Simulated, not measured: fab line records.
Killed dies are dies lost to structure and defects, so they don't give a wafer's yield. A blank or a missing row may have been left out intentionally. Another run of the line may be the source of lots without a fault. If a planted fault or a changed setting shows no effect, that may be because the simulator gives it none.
Which tool was responsible?	flow gf180mcu	13 lots, 39 wafers sampled, at 4 steps of a route of 602

WHAT THE GAUGES SHOWED, per wafer
GF_PASSIVATION_THK_MEAS_01. Usual: for PASSIVATION_CVD_00_THK the level is 1001 nm and the standard deviation is 15.
lot	measured	on	PASSIVATION_CVD_00_THK (nm)	flag
L816	day 27 13:30	filmMetro-02	978 992 986	
L817	day 27 22:06	filmMetro-03	958 986 1005	
L820	day 29 05:52	filmMetro-03	983 1008 1014	
L821	day 29 13:22	filmMetro-03	986 978 988	
L823	day 30 05:14	filmMetro-02	990 1005 1000	
L824	day 30 08:35	filmMetro-03	992 983 982	
L826	day 30 14:56	filmMetro-04	1028 1033 1024	
L828	day 31 04:35	filmMetro-04	991 990 1013	
L829	day 31 17:30	filmMetro-04	996 984 1026	
L830	day 31 18:24	filmMetro-03	1003 1025 1014	
L834	day 32 19:11	filmMetro-03	973 961 1005	
L835	day 33 02:03	filmMetro-03	996 1016 1011	
L838	day 33 18:58	filmMetro-02	979 986 997	

EACH LOT AND THE TOOL THAT RAN IT (in order: tool; ch and the chambers of the sampled wafers; start)
lot	GF_M2_SPUTTER_03	GF_TOP_METAL_SPUTTER_02	GF_TOP_METAL_SPUTTER_03
L816	pvdSputter-03, day 17 12:05	pvdSputter-03, day 26 16:04	pvdSputter-03, day 26 16:07
L817	pvdSputter-03, day 17 18:32	pvdSputter-02, day 27 00:08	pvdSputter-02, day 27 00:11
L820	pvdSputter-04, day 19 11:20	pvdSputter-03, day 28 11:01	pvdSputter-03, day 28 11:04
L821	pvdSputter-03, day 19 18:58	pvdSputter-03, day 28 19:11	pvdSputter-03, day 28 19:14
L823	pvdSputter-03, day 20 17:50	pvdSputter-03, day 29 11:26	pvdSputter-03, day 29 11:29
L824	pvdSputter-02, day 20 22:37	pvdSputter-03, day 29 14:36	pvdSputter-03, day 29 14:38
L826	pvdSputter-02, day 21 02:37	pvdSputter-02, day 29 20:26	pvdSputter-02, day 29 20:28
L828	pvdSputter-03, day 21 22:22	pvdSputter-04, day 30 10:26	pvdSputter-04, day 30 10:29
L829	pvdSputter-03, day 22 19:08	pvdSputter-04, day 30 23:35	pvdSputter-04, day 30 23:38
L830	pvdSputter-03, day 22 20:41	pvdSputter-02, day 30 23:54	pvdSputter-02, day 30 23:56
L834	pvdSputter-04, day 24 04:56	pvdSputter-03, day 32 02:13	pvdSputter-03, day 32 02:16
L835	pvdSputter-03, day 24 14:21	pvdSputter-02, day 32 08:41	pvdSputter-02, day 32 08:43
L838	pvdSputter-02, day 25 10:35	pvdSputter-04, day 33 03:14	pvdSputter-04, day 33 03:16
- GF_M2_SPUTTER_03: material Ti, target thk 10 nm, time 6.7 s.
- GF_TOP_METAL_SPUTTER_02: material AlCu, target thk 900 nm, time 47.82 s.
- GF_TOP_METAL_SPUTTER_03: material Ti, target thk 5 nm, time 3.3 s.

WHAT THE TOOLS THEMSELVES READ (means of the sampled wafers that have a number; where no wafer has one, the mark that the record gives instead)
GF_M2_SPUTTER_03. Usual: chamberPressurePa 0.3000 Pa, standard deviation 0.00054; throttleValvePct 30.3 %, standard deviation 0.94.
lot	tool	chamberPressurePa (Pa)	throttleValvePct (%)	flag
L816	pvdSputter-03	0.2996	31.0	
L817	pvdSputter-03	0.3003	31.2	
L820	pvdSputter-04	0.2995	29.9	
L821	pvdSputter-03	0.2999	30.8	
L823	pvdSputter-03	0.3000	30.3	
L824	pvdSputter-02	0.2997	29.7	
L826	pvdSputter-02	0.2999	29.2	
L828	pvdSputter-03	0.3003	31.1	
L829	pvdSputter-03	0.2995	31.0	
L830	pvdSputter-03	0.3005	30.5	
L834	pvdSputter-04	0.3003	29.2	
L835	pvdSputter-03	0.2996	31.3	
L838	pvdSputter-02	0.2996	30.4	

GF_TOP_METAL_SPUTTER_02. Usual: chamberPressurePa 0.3000 Pa, standard deviation 0.00068; throttleValvePct 30.4 %, standard deviation 0.92.
lot	tool	chamberPressurePa (Pa)	throttleValvePct (%)	flag
L816	pvdSputter-03	0.2997	30.8	
L817	pvdSputter-02	0.3000	29.8	
L820	pvdSputter-03	0.2996	30.9	
L821	pvdSputter-03	0.3004	30.7	
L823	pvdSputter-03	0.2992	31.0	
L824	pvdSputter-03	0.3002	30.4	
L826	pvdSputter-02	0.2985	30.3	
L828	pvdSputter-04	0.3006	30.5	
L829	pvdSputter-04	0.3007	30.2	
L830	pvdSputter-02	0.2998	29.1	
L834	pvdSputter-03	0.2997	30.7	
L835	pvdSputter-02	0.2998	28.9	
L838	pvdSputter-04	0.3002	29.9	

GF_TOP_METAL_SPUTTER_03. Usual: chamberPressurePa 0.3000 Pa, standard deviation 0.00064; throttleValvePct 30.4 %, standard deviation 0.93.
lot	tool	chamberPressurePa (Pa)	throttleValvePct (%)	flag
L816	pvdSputter-03	0.2998	30.7	
L817	pvdSputter-02	0.3000	30.0	
L820	pvdSputter-03	0.2998	31.0	
L821	pvdSputter-03	0.3002	30.5	
L823	pvdSputter-03	0.2999	31.1	
L824	pvdSputter-03	0.3003	30.6	
L826	pvdSputter-02	0.2994	30.5	
L828	pvdSputter-04	0.2998	30.4	
L829	pvdSputter-04	0.2994	30.2	
L830	pvdSputter-02	0.3000	29.0	
L834	pvdSputter-03	0.3001	30.7	
L835	pvdSputter-02	0.3004	29.0	
L838	pvdSputter-04	0.3002	30.0	

THE ANSWER, worked out from the rows above alone
Rule: a lot is off if the mean of its wafers that have a number lies more than 3 standard deviations from the usual mean. A lot without any number at a reading at which 4 lots or more have one is off too. The other lots that the step has rows for count as sound. Order of review: gauges by route order, followed by the tools' own readings, for which a lot's mean as printed above is used. At the first step where some lot is off, the reading lying furthest off is the one used; lots without a number count as furthest.
Nothing can be told from this: no lot is off at any reading shown.

WHAT THE SIMULATOR HAD PUT IN
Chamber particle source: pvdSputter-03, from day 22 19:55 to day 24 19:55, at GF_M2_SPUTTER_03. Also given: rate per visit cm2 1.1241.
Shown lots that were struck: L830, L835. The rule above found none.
